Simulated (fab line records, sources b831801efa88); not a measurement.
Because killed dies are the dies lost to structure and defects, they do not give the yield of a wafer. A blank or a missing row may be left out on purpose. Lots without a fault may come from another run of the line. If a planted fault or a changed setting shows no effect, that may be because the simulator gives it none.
Which tool did it? ; flow gf180mcu ; route of 602 steps, sampled at 1 step: 7 lots, 21 wafers

## WHAT EACH GAUGE READ, for each wafer
GF_M3_OVL_MEAS_15.
lot;measured;on;M3_OVL (nm)
L645;day 21 15:59;overlay-01;7 5 1
L649;day 23 11:40;overlay-02;-5 2 -2
L651;day 24 00:34;overlay-01;-6 4 -1
L653;day 25 00:51;overlay-02;4 4 3
L663;day 27 16:05;overlay-01;-12 -7 -10
L665;day 28 08:07;overlay-02;9 2 5
L667;day 28 22:14;overlay-01;7 5 7

## WHAT TOOL EACH LOT RAN ON (gives the tool, then ch and the chambers of the sampled wafers, and finally the start)
Before these readings, the record contains no process step.

## THE ANSWER, worked out from the rows above alone
Rule: what is usual is taken from the lots themselves. Put in order of their means at a reading, lots are off if they are a third of the lots or fewer, leave a main group of 4 or more, and stand apart from it by a gap of 3 or more times the standard deviation of the main group's means; of several such gaps the widest counts. A main group is skipped when, at the precision printed for the reading in the tables above, its means are all equal. A lot without any number at a reading at which 4 lots or more have one is off too. Any other lot the step has rows for is counted as sound.
No lot is off at any reading shown: from this, nothing can be told.

## WHAT THE SIMULATOR HAD PUT IN
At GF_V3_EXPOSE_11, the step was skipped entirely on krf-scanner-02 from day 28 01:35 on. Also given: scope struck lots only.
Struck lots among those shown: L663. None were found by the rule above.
